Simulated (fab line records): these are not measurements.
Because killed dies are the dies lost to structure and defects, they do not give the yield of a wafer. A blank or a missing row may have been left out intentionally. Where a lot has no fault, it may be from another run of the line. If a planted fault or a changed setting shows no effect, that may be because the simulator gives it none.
A struck lot beside a sound one ; flow sky130 ; 14 out of 708 route steps
Sound: these wafers, L223.2, L223.3, L223.4. The struck wafers were L215.1, L215.2, L215.5. Last of all comes the cause.
For every step that has rows: the tool of each side, followed by ch and its chambers, followed by its first start. Under that, the readings that differ: sound wafers ; struck wafers ; difference of the means ; sigmas: that difference in standard deviations of wafers without a fault.
alike: readings with means less than 2 such deviations apart, plus words and numbers identical on both sides. not compared: withheld readings, readings lacking a value on some wafer, bounds such as >300 that could conceal the same value, and numbers that have no deviation in the record and whose values overlap.
The two part at a step that has a row with sigmas, a row that says differs or no value, or rows on one side only. Numbers that don't overlap but have no deviation are shown without sigmas and don't part them. A reading that every wafer of one side lacks parts them only if that side has two wafers or more.

SKY_METAL2_SPUTTER_02: material AlCu, target thk 250 nm, time 13.3 s.
  sound on pvd-sputter-03, day 39 03:11; struck on pvd-sputter-03, day 36 11:42
  alike: throttle-valve-pct
SKY_METAL2_SPUTTER_03: material Ti, target thk 5 nm, time 3.3 s.
  sound on pvd-sputter-03, day 39 03:13; struck on pvd-sputter-03, day 36 11:44
  alike: throttle-valve-pct
SKY_METAL2_SPUTTER_04: material TiN, target thk 70 nm, time 58.3 s.
  sound on pvd-sputter-03, day 39 03:14; struck on pvd-sputter-03, day 36 11:45
  alike: throttle-valve-pct
SKY_METAL2_RS_MEAS_05: uses a four-point probe to measure.
  sound on film-metro-02, day 39 03:17; struck on film-metro-03, day 36 11:48
  alike: METAL2_ALCU_RS
SKY_METAL2_THK_MEAS_06: measures by xrf.
  sound on film-metro-02, day 39 03:24; struck on film-metro-03, day 36 11:55
  alike: METAL2_ALCU_THK
then, 7 steps without rows for these wafers: SKY_METAL2_DEHYDRATE_07 (time 60 s); SKY_METAL2_HMDS_08 (prime time 60 s); SKY_METAL2_COAT_09 (resist thk 60 nm); SKY_METAL2_COAT_10 (resist thk 450 nm); SKY_METAL2_SOFTBAKE_11 (time 86.95 s); SKY_METAL2_EXPOSE_12 (exposes mask MM2, target cd 140 nm); SKY_METAL2_PEB_13.
SKY_METAL2_DEVELOP_14: develop time 60 s.
  struck on litho-track-03, day 37 12:00; sound on litho-track-02 ch 0, day 40 03:00
  no value came back on the struck wafers for chill-plate-temp-C (C), develop-time-s (s); on the sound wafers chill-plate-temp-C (C) reads 22.91 22.94 22.83
reading;sound;struck;difference;sigmas
model.KrF-thick_of_METAL2_COAT_10.thk-nm (nm);439.6 439.6 439.7;449.7 451.1 450.7;+10.9;
SKY_METAL2_CD_MEAS_15: target cd 140 nm.
  sound on cd-sem-02, day 40 03:38; struck on cd-sem-02, day 37 13:02
reading;sound;struck;difference;sigmas
cd-nm (nm);139.1 138.9 138.9;- - -;no value on the struck wafers;

== WHERE THEY PART ==
First at SKY_METAL2_DEVELOP_14; last, within this record, at SKY_METAL2_CD_MEAS_15.

WHY: the cause the simulator had injected
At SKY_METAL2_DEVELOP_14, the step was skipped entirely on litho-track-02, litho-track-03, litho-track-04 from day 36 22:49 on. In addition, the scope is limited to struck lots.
